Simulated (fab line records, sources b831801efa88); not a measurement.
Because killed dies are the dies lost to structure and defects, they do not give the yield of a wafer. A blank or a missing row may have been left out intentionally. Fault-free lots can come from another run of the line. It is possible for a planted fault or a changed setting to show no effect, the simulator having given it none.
Struck lot and sound lot, side by side | flow sky130 | 14 out of 708 route steps
Sound: wafers L659.2, L659.4, L659.6. Struck: wafers L657.1, L657.5, L657.6. At the end, the cause is stated.
Each step with rows lists, per side, the tool, then ch with its chambers, then its first start. Under that, the readings that differ: sound wafers | struck wafers | difference of the means | sigmas: that difference in standard deviations of wafers without a fault.
alike: readings whose means differ by less than 2 such deviations, and words and numbers that are the same on both sides. not compared: withheld readings, readings that some wafer has no value for, bounds like >300 that may hide the same value, and numbers for which the record gives no deviation and whose values overlap.
A row with sigmas, a row that says differs or no value, or rows on one side alone: a step with any of these is where the two part. When numbers do not overlap yet have no deviation, they are printed without sigmas and do not part them. A reading missing from all wafers of one side parts the sides only when that side holds two or more wafers.

SKY_METAL3_SPUTTER_02: material AlCu, target thk 735 nm, time 37.31 s.
  struck on pvd-sputter-01, day 41 10:43; sound on pvd-sputter-02, day 41 20:39
  reading                | sound          | struck         | difference | sigmas
  throttle-valve-pct (%) | 28.4 28.6 28.4 | 32.1 31.9 29.9 | +2.8       | +2
SKY_METAL3_SPUTTER_03: material Ti, target thk 5 nm, time 3.3 s.
  struck on pvd-sputter-01, day 41 10:45; sound on pvd-sputter-02, day 41 20:41
  reading                | sound          | struck         | difference | sigmas
  throttle-valve-pct (%) | 28.6 28.4 28.6 | 32.1 32.3 29.9 | +2.9       | +2
SKY_METAL3_SPUTTER_04: material TiN, target thk 70 nm, time 58.3 s.
  struck on pvd-sputter-01, day 41 10:46; sound on pvd-sputter-02, day 41 20:42
  alike: throttle-valve-pct
SKY_CAPM_CVD_00: deposits SiO2, target thk 15.5 nm.
  sound on pecvd-03 ch 1,2, day 41 20:45; struck on pecvd-03 ch 1,2, day 41 10:49
  alike: heater-power-w
SKY_CAPM_THK_MEAS_01:
  struck on film-metro-02, day 41 10:50; sound on film-metro-01, day 41 20:47
  alike: CAPM_CVD_00_THK
SKY_CAPM_SPUTTER_02: material TiN, target thk 200 nm, time 166.7 s.
  struck on pvd-sputter-02, day 41 10:54; sound on pvd-sputter-03, day 41 20:50
  alike: throttle-valve-pct
SKY_CAPM_RS_MEAS_03: measurement is done with a four-point probe.
  struck on film-metro-01, day 41 11:01; sound on film-metro-04, day 41 20:58
  alike: CAPM_TIN_RS
SKY_CAPM_THK_MEAS_04: measures by xrf.
  struck on film-metro-01, day 41 11:08; sound on film-metro-04, day 41 21:04
  alike: CAPM_TIN_THK
then, 4 steps without rows for these wafers: SKY_CAPM_DEHYDRATE_05 (time 60 s); SKY_CAPM_HMDS_06 (prime time 60 s); SKY_CAPM_COAT_07 (resist thk 1140 nm); SKY_CAPM_SOFTBAKE_08 (time 60 s).
SKY_CAPM_EXPOSE_09: exposes mask CAPM, target cd 1000 nm.
  struck on iline-stepper-01, day 41 23:23; sound on iline-stepper-01 ch 0, day 42 08:18
  no value came back on the struck wafers for exposure-dose-mJ-cm2, focus-offset-nm (nm); on the sound wafers exposure-dose-mJ-cm2 reads 158.82 158.98 159.05
  alike: mask
then, 1 step without rows for these wafers: SKY_CAPM_PEB_10.

## WHERE THEY PART
Last at SKY_CAPM_EXPOSE_09 as far as this record goes, first at SKY_METAL3_SPUTTER_02.

WHY: whatever the simulator had introduced
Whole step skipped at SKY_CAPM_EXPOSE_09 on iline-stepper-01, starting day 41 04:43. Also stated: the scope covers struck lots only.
